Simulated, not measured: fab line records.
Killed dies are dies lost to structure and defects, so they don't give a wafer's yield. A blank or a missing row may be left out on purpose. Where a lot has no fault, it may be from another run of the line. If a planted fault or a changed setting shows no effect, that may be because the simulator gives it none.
fab line records	flow sky130
record lots=12	wafers=36	last_day=50
route steps=708 shown VIA1@480 METAL2@489 METAL4@635 PAD_OPEN@708
lots that met no fault: taken from a fault-free run of the same line
start_h: hours from the record's opening day to when the first of the lot's shown wafers began	wait_h: hours elapsed since this lot's preceding step	" same as the row above	L1.1+2: one row covering several wafers at once	- no value, or no start given	* or withheld: withheld	< > ~ a bound
route shown NAME@n: names a module that has steps shown in the file, with the first one's number in the route	usual: average and standard deviation across the fault-free wafers	same: alike in all rows	chamber/n: place in a boat	sites: per-site readings	_std_site: how widely they spread, as a standard deviation	_edge_site: the outer-site mean with the inner-site mean subtracted	radius_mm: how far each site lies from the wafer's centre	mask NAME#n: copy n	behind: the most recent tool/chamber to have shaped the wafer	hold: why the lot was held/for how many hours/how that ended	device: the transistor (n, p or np) that didn't switch	end of line: at the end of the route, the tests of the same wafers	a step without rows: its recipe alone	killed: dies that structure and defects cost at the first sort, which is not the same as the wafer's yield	map: the dies of a wafer, with x for killed, . for not killed, _ for no die there
set.NAME: the setting as run; set.NAME@STEP: as run at that earlier step	model.NAME: the simulator's own value behind a step, which no gauge read
steps of the route over a sample of lots; a table a step, a row a wafer
services: when a tool's chamber went out of use (start_h, in hours from the record's first day, below 0 if earlier), for how many hours, and the reason
## steps
# step SKY_VIA1_RS_MEAS_22
# recipe thk_meas_gauge=four-point-probe	reads=W_of_VIA1_CVD_21+TiN_of_VIA1_SPUTTER_20
# usual VIA1_W_RS=0.428/0.0045
lot.wafer	tool	chamber	start_h	wait_h	VIA1_W_RS[ohm/sq]
L525.2	film_metro-03	-	789.50	0.1	0.428
L525.3	"	-	"	"	0.431
L525.4	"	-	"	"	0.424
L526.2	film_metro-02	-	797.59	0.1	0.430
L526.3	"	-	"	"	0.427
L526.5	"	-	"	"	0.434
L527.1	film_metro-03	-	805.07	0.1	0.419
L527.2	"	-	"	"	0.423
L527.6	"	-	"	"	0.427
L532.1	film_metro-03	-	849.52	0.1	0.426
L532.4	"	-	"	"	0.428
L532.6	"	-	"	"	0.426
L534.2	film_metro-02	-	872.60	0.1	0.423
L534.4	"	-	"	"	0.422
L534.5	"	-	"	"	0.426
L536.2	film_metro-02	-	883.84	0.1	0.430
L536.4	"	-	"	"	0.427
L536.6	"	-	"	"	0.428
L538.4	film_metro-01	-	896.63	0.1	0.427
L538.5	"	-	"	"	0.428
L538.6	"	-	"	"	0.429
L540.2	film_metro-03	-	913.79	0.1	0.430
L540.4	"	-	"	"	0.430
L540.6	"	-	"	"	0.425
L543.4	film_metro-01	-	932.93	0.1	0.433
L543.5	"	-	"	"	0.428
L543.6	"	-	"	"	0.436
L546.1	film_metro-01	-	953.88	0.1	0.428
L546.4	"	-	"	"	0.424
L546.5	"	-	"	"	0.428
L548.1	film_metro-02	-	956.33	0.1	0.432
L548.4	"	-	"	"	0.428
L548.5	"	-	"	"	0.431
L547.2	film_metro-03	-	959.11	0.1	0.422
L547.3	"	-	"	"	0.425
L547.4	"	-	"	"	0.424
# step SKY_METAL2_THK_MEAS_06
# recipe thk_meas_gauge=xrf	reads=AlCu_of_METAL2_SPUTTER_02
# usual METAL2_ALCU_THK=245/3.1
lot.wafer	tool	chamber	start_h	wait_h	METAL2_ALCU_THK[nm]
L525.2	film_metro-04	-	790.26	0.1	244
L525.3	"	-	"	"	245
L525.4	"	-	"	"	244
L526.2	film_metro-03	-	798.32	0.1	245
L526.3	"	-	"	"	245
L526.5	"	-	"	"	244
L527.1	film_metro-03	-	805.81	0.1	244
L527.2	"	-	"	"	242
L527.6	"	-	"	"	243
L532.1	film_metro-02	-	850.26	0.1	248
L532.4	"	-	"	"	249
L532.6	"	-	"	"	246
L534.2	film_metro-03	-	873.33	0.1	243
L534.4	"	-	"	"	241
L534.5	"	-	"	"	242
L536.2	film_metro-04	-	884.59	0.1	241
L536.4	"	-	"	"	242
L536.6	"	-	"	"	245
L538.4	film_metro-04	-	897.34	0.1	246
L538.5	"	-	"	"	249
L538.6	"	-	"	"	250
L540.2	film_metro-04	-	915.10	0.1	241
L540.4	"	-	"	"	246
L540.6	"	-	"	"	242
L543.4	film_metro-04	-	933.77	0.1	242
L543.5	"	-	"	"	243
L543.6	"	-	"	"	242
L546.1	film_metro-02	-	954.62	0.1	251
L546.4	"	-	"	"	251
L546.5	"	-	"	"	250
L548.1	film_metro-03	-	957.09	0.1	248
L548.4	"	-	"	"	247
L548.5	"	-	"	"	247
L547.2	film_metro-03	-	959.93	0.1	246
L547.3	"	-	"	"	241
L547.4	"	-	"	"	241
# step SKY_METAL2_OVL_MEAS_16
# usual METAL2_OVL=7/5.9
lot.wafer	tool	chamber	start_h	wait_h	METAL2_OVL[nm]
L525.2	overlay-01	-	816.72	0.1	0
L525.3	"	-	"	"	11
L525.4	"	-	"	"	2
L526.2	overlay-01	-	824.90	0.1	2
L526.3	"	-	"	"	-5
L526.5	"	-	"	"	-8
L527.1	overlay-01	-	831.66	0.1	1
L527.2	"	-	"	"	6
L527.6	"	-	"	"	10
L532.1	overlay-02	-	875.84	0.1	0
L532.4	"	-	"	"	1
L532.6	"	-	"	"	4
L534.2	overlay-02	-	898.61	0.1	7
L534.4	"	-	"	"	3
L534.5	"	-	"	"	4
L536.2	overlay-02	-	909.71	0.1	-2
L536.4	"	-	"	"	-3
L536.6	"	-	"	"	-2
L538.4	overlay-01	-	922.18	0.1	8
L538.5	"	-	"	"	3
L538.6	"	-	"	"	10
L540.2	overlay-01	-	939.63	0.1	8
L540.4	"	-	"	"	2
L540.6	"	-	"	"	-1
L543.4	overlay-02	-	957.98	0.1	16
L543.5	"	-	"	"	12
L543.6	"	-	"	"	13
L546.1	overlay-02	-	977.95	0.1	8
L546.4	"	-	"	"	6
L546.5	"	-	"	"	4
L548.1	overlay-02	-	980.99	0.1	4
L548.4	"	-	"	"	0
L548.5	"	-	"	"	2
L547.2	overlay-01	-	984.05	0.1	5
L547.3	"	-	"	"	4
L547.4	"	-	"	"	10
# step SKY_METAL4_STRIP_19
# recipe chemistry=O2/N2	power_w=1400	pressure_mtorr=1500	platen_temp_c=withheld	o2_flow_sccm=3000	n2_flow_sccm=300	overash_fraction=0.5
# usual drypump_motor_current_A=6.06/0.26	oes_product_au=0.503/0.0067	overash_fraction=0.5/0	strip_time_to_endpoint_s=6.56/0.1
lot.wafer	tool	chamber	start_h	wait_h	drypump_motor_current_A	oes_product_au	overash_fraction	rf_hours_counter_h	strip_time_to_endpoint_s
L525.2	plasma_asher-01	0	974.65	0.1	5.55	0.498	0.5	23	6.47
L525.3	"	1	"	"	6.03	0.500	0.5	-	6.40
L525.4	"	0	"	"	5.58	0.500	0.5	-	6.62
L526.2	plasma_asher-03	1	982.00	0.1	6.04	0.505	0.5	115	6.60
L526.3	"	1	"	"	6.04	0.489	0.5	-	6.42
L526.5	"	1	"	"	6.05	0.500	0.5	-	6.56
L527.1	plasma_asher-04	1	989.17	0.1	5.97	0.502	0.5	56	6.67
L527.2	"	0	"	"	6.23	0.500	0.5	56	6.47
L527.6	"	1	"	"	5.95	0.495	0.5	-	6.46
L532.1	plasma_asher-03	0	1028.17	0.1	6.44	0.497	0.7	118	6.66
L532.4	"	1	"	"	6.00	0.510	0.5	-	6.69
L532.6	"	1	"	"	6.02	0.515	0.5	-	6.67
L534.2	plasma_asher-03	0	1048.85	0.1	6.43	0.506	0.7	120	6.50
L534.4	"	0	"	"	6.39	0.502	0.7	-	6.40
L534.5	"	0	"	"	6.44	0.502	0.7	-	6.65
L536.2	plasma_asher-01	0	1058.89	0.1	5.56	0.496	0.5	33	6.50
L536.4	"	1	"	"	6.05	0.504	0.5	-	6.56
L536.6	"	1	"	"	6.00	0.497	0.5	-	6.62
L538.4	plasma_asher-04	1	1066.09	0.1	5.95	0.488	0.5	-	6.42
L538.5	"	1	"	"	5.95	0.498	0.5	-	6.43
L538.6	"	0	"	"	6.20	0.510	0.5	-	6.62
L540.2	plasma_asher-04	1	1083.72	0.1	5.99	0.504	0.5	67	6.63
L540.4	"	0	"	"	6.25	0.511	0.5	-	6.64
L540.6	"	0	"	"	6.24	0.504	0.5	-	6.63
L543.4	plasma_asher-04	1	1098.75	0.1	5.97	0.497	0.5	-	6.62
L543.5	"	1	"	"	5.96	0.503	0.5	-	6.55
L543.6	"	0	"	"	6.22	0.489	0.5	-	6.38
L546.1	plasma_asher-03	1	1115.72	0.1	6.01	0.501	0.5	4	6.64
L546.4	"	0	"	"	6.41	0.510	0.5	-	6.54
L546.5	"	1	"	"	6.00	0.509	0.5	-	6.61
L548.1	plasma_asher-04	1	1117.31	0.1	5.96	0.507	0.5	70	6.57
L548.4	"	1	"	"	5.97	0.496	0.5	-	6.45
L548.5	"	1	"	"	5.97	0.494	0.5	-	6.38
L547.2	plasma_asher-01	0	1121.22	0.1	5.57	0.509	0.5	39	6.54
L547.3	"	0	"	"	5.59	0.484	0.5	-	6.31
L547.4	"	1	"	"	6.04	0.502	0.5	-	6.54
# step SKY_PAD_OPEN_PROBE_99
# usual defect_limited_yield=82.4/1.8	killed_at_M0_to_M3=44/7	killed_at_M4_up=3.2/2	killed_at_contacts=25/5.3	killed_at_front_end=15/4.3	killed_at_other=0.3/0.54	killed_dies=86/8.7	killed_open=47/6.4	killed_short=39/5.6	sort_bin_3_pad_short=0.9/0.43	sort_bin_5_function=10.4/1.4	sort_bin_6_memory=6.3/1.2	sort_n_pass=406/8.7	sort_yield_pct=82.4/1.8
# same gross_dies=492	killed_at_back_side=0	sort_bin_4_leakage[%]=0	sort_bin_8_speed[%]=0
lot.wafer	tool	chamber	start_h	wait_h	defect_limited_yield[%]	killed_at_M0_to_M3	killed_at_M4_up	killed_at_contacts	killed_at_front_end	killed_at_other	killed_dies	killed_open	killed_short	sort_bin_3_pad_short[%]	sort_bin_5_function[%]	sort_bin_6_memory[%]	sort_n_pass	sort_yield_pct[%]
L526.2	prober-02	-	1075.77	0.1	84.1	52	2	19	5	0	78	39	38	0.6	7.3	7.9	414	84.1
L526.3	prober-02	-	1075.82	0.2	81.1	50	2	26	15	0	93	53	40	0.4	8.7	9.8	399	81.1
L526.5	prober-02	-	1075.92	0.2	80.1	44	6	27	21	0	98	55	43	0.8	11.4	7.7	394	80.1
L534.2	prober-02	-	1134.99	0.1	83.1	50	2	18	13	0	83	45	38	0.6	8.7	7.5	409	83.1
L534.4	prober-02	-	1135.09	0.2	79.7	51	4	30	15	0	100	58	42	0.8	12.0	7.5	392	79.7
L534.5	prober-02	-	1135.14	0.2	81.7	48	3	28	11	0	90	48	42	0.4	11.4	6.5	402	81.7
L538.4	prober-02	-	1150.14	0.2	85.4	29	6	25	11	1	72	28	43	1.2	8.9	4.5	420	85.4
L538.5	prober-02	-	1150.19	0.2	82.7	47	5	26	7	0	85	45	40	0.6	10.2	6.5	407	82.7
L538.6	prober-02	-	1150.24	0.2	82.9	38	2	29	14	1	84	45	37	0.6	9.3	7.1	408	82.9
L540.2	prober-01	-	1166.30	0.1	82.3	44	3	20	20	0	87	45	40	0.6	11.0	6.1	405	82.3
L540.4	prober-01	-	1166.40	0.2	83.3	37	4	21	19	1	82	45	35	0.6	12.6	3.5	410	83.3
L540.6	prober-01	-	1166.50	0.2	85.2	38	2	17	15	1	73	40	33	1.8	9.1	3.9	419	85.2
L543.4	prober-01	-	1178.50	0.2	80.3	54	6	24	13	0	97	44	53	0.4	13.2	6.1	395	80.3
L543.5	prober-01	-	1178.55	0.2	80.3	52	6	26	13	0	97	52	45	1.0	11.4	7.3	395	80.3
L543.6	prober-01	-	1178.60	0.2	81.5	38	10	33	10	0	91	54	37	0.4	11.4	6.7	401	81.5
# killed by level:class
L526.2 VIA1:geometric_particle:open=11 METAL2:geometric_particle:short=7 CONTACT:geometric_particle:open=7 METAL1:geometric_particle:short=7 VIA1:geometric_particle:short=7 VIA2:geometric_particle:open=5 VIA3:geometric_particle:open=5 LI_CONTACT:geometric_particle:open=4
L526.3 VIA1:geometric_particle:open=11 LI_CONTACT:geometric_particle:open=10 CONTACT:geometric_particle:open=7 VIA3:geometric_particle:open=7 METAL1:geometric_particle:short=7 VIA1:geometric_particle:short=6 POLY_GATE:geometric_particle:short=6 VIA2:geometric_particle:open=6
L526.5 VIA1:geometric_particle:open=10 CONTACT:geometric_particle:open=9 LI_CONTACT:geometric_particle:open=8 METAL1:geometric_particle:short=7 VIA1:geometric_particle:short=7 VIA2:geometric_particle:open=6 VIA3:geometric_particle:open=6 POLY_GATE:geometric_particle:open=5
L534.2 VIA1:geometric_particle:open=13 VIA3:geometric_particle:open=8 VIA1:geometric_particle:short=6 LI_CONTACT:geometric_particle:short=5 METAL1:geometric_particle:short=5 VIA2:geometric_particle:open=5 CONTACT:geometric_particle:open=4 METAL2:geometric_particle:short=4
L534.4 VIA1:geometric_particle:open=15 CONTACT:geometric_particle:open=10 LI_CONTACT:geometric_particle:open=8 METAL1:geometric_particle:short=6 POLY_GATE:geometric_particle:open=5 VIA3:geometric_particle:open=5 VIA1:geometric_particle:short=5 LOCAL_INTERCONNECT:geometric_particle:short=4
L534.5 VIA1:geometric_particle:open=13 CONTACT:geometric_particle:open=8 VIA3:geometric_particle:short=7 METAL1:geometric_particle:short=7 CONTACT:geometric_particle:short=6 LI_CONTACT:geometric_particle:open=5 VIA3:geometric_particle:open=5 VIA2:geometric_particle:open=5
L538.4 LOCAL_INTERCONNECT:geometric_particle:short=8 CONTACT:geometric_particle:open=7 VIA1:geometric_particle:open=6 METAL4:geometric_particle:short=4 CONTACT:geometric_particle:short=4 METAL2:geometric_particle:short=4 VIA2:geometric_particle:short=4 FIELD_ISO:geometric_particle:open=3
L538.5 VIA1:geometric_particle:open=12 CONTACT:geometric_particle:open=12 METAL2:geometric_particle:short=9 VIA2:geometric_particle:open=6 LI_CONTACT:geometric_particle:open=5 CONTACT:geometric_particle:short=5 METAL1:geometric_particle:short=4 VIA1:geometric_particle:short=4
L538.6 CONTACT:geometric_particle:open=10 VIA1:geometric_particle:open=8 CONTACT:geometric_particle:short=7 VIA3:geometric_particle:open=7 LI_CONTACT:geometric_particle:open=6 VIA2:geometric_particle:short=6 POLY_GATE:geometric_particle:open=5 METAL2:geometric_particle:short=5
L540.2 VIA1:geometric_particle:open=13 LI_CONTACT:geometric_particle:open=7 METAL1:geometric_particle:short=7 FIELD_ISO:geometric_particle:open=6 METAL2:geometric_particle:short=6 FIELD_ISO:geometric_particle:short=4 VIA1:geometric_particle:short=4 LOCAL_INTERCONNECT:geometric_particle:short=4
L540.4 VIA1:geometric_particle:open=12 METAL2:geometric_particle:short=7 FIELD_ISO:geometric_particle:open=6 LI_CONTACT:geometric_particle:open=6 LOCAL_INTERCONNECT:geometric_particle:short=5 VIA2:geometric_particle:open=5 CONTACT:geometric_particle:open=5 VIA3:geometric_particle:open=5
L540.6 VIA1:geometric_particle:open=13 VIA3:geometric_particle:open=7 METAL2:geometric_particle:short=6 FIELD_ISO:geometric_particle:open=5 CONTACT:geometric_particle:open=5 LI_CONTACT:geometric_particle:open=4 LOCAL_INTERCONNECT:geometric_particle:short=4 FIELD_ISO:geometric_particle:short=3
L543.4 VIA1:geometric_particle:open=15 METAL1:geometric_particle:short=8 VIA1:geometric_particle:short=8 CONTACT:geometric_particle:open=6 VIA2:geometric_particle:open=6 VIA3:geometric_particle:short=6 LI_CONTACT:geometric_particle:short=5 LI_CONTACT:geometric_particle:open=5
L543.5 VIA1:geometric_particle:open=14 VIA2:geometric_particle:open=8 CONTACT:geometric_particle:open=7 METAL1:geometric_particle:short=7 VIA3:geometric_particle:open=6 LI_CONTACT:geometric_particle:open=6 LI_CONTACT:geometric_particle:short=5 CONTACT:geometric_particle:short=5
L543.6 LI_CONTACT:geometric_particle:open=11 VIA1:geometric_particle:open=9 VIA3:geometric_particle:open=9 VIA2:geometric_particle:open=9 METAL4:geometric_particle:short=8 CONTACT:geometric_particle:short=6 CONTACT:geometric_particle:open=6 FIELD_ISO:geometric_particle:short=4
## services
tool	chamber	start_h	hours	kind
plasma_asher-03	-	971.18	4.8	repair
plasma_asher-03	-	994.45	14.6	pm
plasma_asher-03	-	1051.14	12.1	repair
plasma_asher-04	-	1057.59	2.8	pm
plasma_asher-03	-	1063.28	9.0	pm
plasma_asher-03	0	1063.28	9.0	vent_cycle
plasma_asher-03	1	1063.28	9.0	vent_cycle
plasma_asher-03	0	1072.28	-	clean
plasma_asher-03	1	1072.28	-	clean
plasma_asher-01	-	1074.77	9.7	repair
plasma_asher-01	-	1097.23	0.4	repair
plasma_asher-04	-	1104.44	0.9	repair
plasma_asher-04	-	1109.39	0.5	repair
## key
first_sign step=SKY_METAL4_STRIP_19	reading=overash_fraction	direction=up	sigmas=99+	usual=0.5	struck=0.7
effect none on later readings
met_at SKY_METAL4_STRIP_19
struck_lots L532,L534
struck_wafers L532.1,L534.2,L534.4,L534.5
not_acting_at SKY_VIA1_RS_MEAS_22,SKY_METAL2_THK_MEAS_06,SKY_METAL2_OVL_MEAS_16
fault kind=process_parameter_drift	tool=plasma_asher-03	chamber=0	onset_h=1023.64	steps=SKY_METAL4_STRIP_19	channel=overash_fraction	offset=0.2	shape=step	end_h=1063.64	acts_in=these_recipes_only	stated=0.5
